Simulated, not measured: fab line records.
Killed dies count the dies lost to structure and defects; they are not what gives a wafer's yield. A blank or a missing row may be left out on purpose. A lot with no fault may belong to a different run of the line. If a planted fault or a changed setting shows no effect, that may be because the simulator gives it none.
Which tool did it? + flow gf180mcu + Sampling: 14 lots, 42 wafers, 4 of 602 route steps

## WHAT THE GAUGES SHOWED, per wafer
GF_STI_THK_MEAS_22.
| lot  | measured    | on            | STI_OXIDATION_01_THK (nm) |
|------|-------------|---------------|---------------------------|
| L122 | day 2 04:08 | film-metro-03 | 15.05 14.92 14.72         |
| L124 | day 2 14:49 | film-metro-03 | 15.23 15.35 15.60         |
| L125 | day 2 19:08 | film-metro-01 | 15.09 15.43 15.43         |
| L126 | day 3 00:10 | film-metro-01 | 15.20 15.02 14.94         |
| L127 | day 3 05:40 | film-metro-04 | 14.95 15.09 15.02         |
| L128 | day 3 10:25 | film-metro-01 | 14.86 14.96 15.08         |
| L129 | day 3 15:08 | film-metro-01 | 15.40 15.31 15.36         |
| L132 | day 4 07:09 | film-metro-04 | 15.33 15.05 15.45         |
| L133 | day 4 13:02 | film-metro-03 | 15.06 14.89 15.04         |
| L134 | day 4 19:58 | film-metro-03 | 15.05 15.15 15.28         |
| L136 | day 5 02:57 | film-metro-04 | 14.73 14.89 14.75         |
| L142 | day 6 09:58 | film-metro-04 | 14.81 14.50 14.82         |
| L144 | day 6 21:50 | film-metro-04 | 14.75 14.85 15.01         |
| L145 | day 7 01:28 | film-metro-04 | 14.75 14.58 14.71         |

GF_HV_LDD_CD_MEAS_07: target cd 400 nm.
| lot  | measured     | on        | cd-nm (nm)        |
|------|--------------|-----------|-------------------|
| L122 | day 10 02:41 | cd-sem-01 | 397.7 399.9 398.3 |
| L124 | day 10 16:13 | cd-sem-02 | 401.5 401.4 400.5 |
| L125 | day 10 23:19 | cd-sem-01 | 399.7 402.5 401.8 |
| L126 | day 11 05:29 | cd-sem-02 | 399.7 397.2 399.7 |
| L127 | day 11 13:19 | cd-sem-02 | 402.1 403.4 401.6 |
| L128 | day 11 23:58 | cd-sem-01 | 400.0 399.3 399.5 |
| L129 | day 12 01:17 | cd-sem-01 | 400.1 398.0 401.1 |
| L132 | day 13 01:18 | cd-sem-02 | 396.1 396.6 397.7 |
| L136 | day 14 13:58 | cd-sem-01 | 403.6 401.4 400.6 |
| L142 | day 16 10:40 | cd-sem-02 | 398.9 400.0 397.2 |
| L144 | day 16 16:32 | cd-sem-01 | 395.1 398.9 395.4 |
| L145 | day 17 09:48 | cd-sem-01 | 400.9 400.6 399.1 |

## TOOL THAT RAN EACH LOT (tool first, then ch and the chambers of the sampled wafers, then the start)
| lot  | GF_VT_IMPLANT_RTA_45             | GF_POLY_GATE_EXPOSE_07            |
|------|----------------------------------|-----------------------------------|
| L122 | rtp-anneal-02 ch 0, day 7 14:31  | krf-scanner-01 ch 0, day 8 21:36  |
| L124 | rtp-anneal-02 ch 0, day 8 06:01  | krf-scanner-01 ch 0, day 9 12:50  |
| L125 | rtp-anneal-01 ch 0, day 8 10:46  | krf-scanner-01 ch 0, day 9 18:07  |
| L126 | rtp-anneal-02 ch 0, day 8 15:19  | krf-scanner-02 ch 0, day 10 00:00 |
| L127 | rtp-anneal-02 ch 0, day 9 00:24  | krf-scanner-02 ch 0, day 10 08:22 |
| L128 | rtp-anneal-02 ch 0, day 9 08:21  | krf-scanner-01 ch 0, day 10 18:14 |
| L129 | rtp-anneal-01 ch 0, day 9 09:55  | krf-scanner-02 ch 0, day 10 19:00 |
| L132 | rtp-anneal-02 ch 0, day 10 10:49 | krf-scanner-02 ch 0, day 11 22:18 |
| L133 | rtp-anneal-01 ch 0, day 10 17:32 | krf-scanner-02, day 12 03:59      |
| L134 | rtp-anneal-02 ch 0, day 11 04:35 | krf-scanner-02, day 12 13:43      |
| L136 | rtp-anneal-01 ch 0, day 11 11:03 | krf-scanner-02 ch 0, day 13 05:38 |
| L142 | rtp-anneal-02 ch 0, day 13 11:25 | krf-scanner-01 ch 0, day 15 00:23 |
| L144 | rtp-anneal-02 ch 0, day 13 14:43 | krf-scanner-02 ch 0, day 15 06:53 |
| L145 | rtp-anneal-01 ch 0, day 14 07:57 | krf-scanner-02 ch 0, day 15 21:39 |
- GF_VT_IMPLANT_RTA_45: time 30 s.
- GF_POLY_GATE_EXPOSE_07: exposes mask Poly2, target cd 280 nm.

## WHAT THE TOOLS THEMSELVES READ (means of the sampled wafers that have a number; where no wafer has one, the mark that the record gives instead)
GF_VT_IMPLANT_RTA_45.
| lot  | tool          | lamp-power-pct (%) | wafer_temp_C_max |
|------|---------------|--------------------|------------------|
| L122 | rtp-anneal-02 | 34.6               | 1052.6           |
| L124 | rtp-anneal-02 | 34.6               | 1054.0           |
| L125 | rtp-anneal-01 | 36.4               | 1054.8           |
| L126 | rtp-anneal-02 | 34.6               | 1053.3           |
| L127 | rtp-anneal-02 | 34.6               | 1054.7           |
| L128 | rtp-anneal-02 | 34.6               | 1053.8           |
| L129 | rtp-anneal-01 | 36.4               | 1054.6           |
| L132 | rtp-anneal-02 | 34.6               | 1053.6           |
| L133 | rtp-anneal-01 | 36.4               | 1054.7           |
| L134 | rtp-anneal-02 | 34.6               | 1053.8           |
| L136 | rtp-anneal-01 | 36.4               | 1054.7           |
| L142 | rtp-anneal-02 | 34.6               | 1054.3           |
| L144 | rtp-anneal-02 | 34.6               | 1054.0           |
| L145 | rtp-anneal-01 | 36.3               | 1054.7           |

GF_POLY_GATE_EXPOSE_07.
| lot  | tool           | exposure-dose-mJ-cm2 | focus-offset-nm (nm) |
|------|----------------|----------------------|----------------------|
| L122 | krf-scanner-01 | 27.969               | -0.5                 |
| L124 | krf-scanner-01 | 27.957               | 0.0                  |
| L125 | krf-scanner-01 | 27.939               | -0.3                 |
| L126 | krf-scanner-02 | 27.961               | -0.2                 |
| L127 | krf-scanner-02 | 27.989               | 0.5                  |
| L128 | krf-scanner-01 | 27.977               | 0.5                  |
| L129 | krf-scanner-02 | 27.982               | -0.3                 |
| L132 | krf-scanner-02 | 27.965               | 0.0                  |
| L133 | krf-scanner-02 | -                    | -                    |
| L134 | krf-scanner-02 | -                    | -                    |
| L136 | krf-scanner-02 | 27.976               | 0.2                  |
| L142 | krf-scanner-01 | 27.938               | -0.2                 |
| L144 | krf-scanner-02 | 27.971               | -0.2                 |
| L145 | krf-scanner-02 | 27.997               | -0.2                 |

## THE ANSWER, worked out from the rows above alone
Rule: usual is defined by the lots themselves. The widest of any qualifying gaps counts: lots, ordered by their means at a reading, are off when they make up no more than a third of the lots, leave a main group of 4 or more, and stand apart from it by 3 or more times the standard deviation of that group's means. If all means in a main group match to the digits the tables above print for the reading, that group is not used. A lot without any number at a reading at which 4 lots or more have one is off too. Any other lot the step has rows for is counted as sound. First the gauges in route order, then the tools' own readings, where a lot's mean is used as printed above. The first step at which some lot is off is used, and at that step the reading that is off furthest; a lot without a number counts as furthest.
Off: L133, L134, at GF_POLY_GATE_EXPOSE_07 (exposure-dose-mJ-cm2). Without a number there: L133, L134. For the main group the mean is 27.968 and the standard deviation 0.017.
If a tool, at that step or one of the process steps before it, ran each lot that is off and ran no sound lot following the first of them, it fits. Of those tried, none fits.

## WHAT THE SIMULATOR HAD PUT IN
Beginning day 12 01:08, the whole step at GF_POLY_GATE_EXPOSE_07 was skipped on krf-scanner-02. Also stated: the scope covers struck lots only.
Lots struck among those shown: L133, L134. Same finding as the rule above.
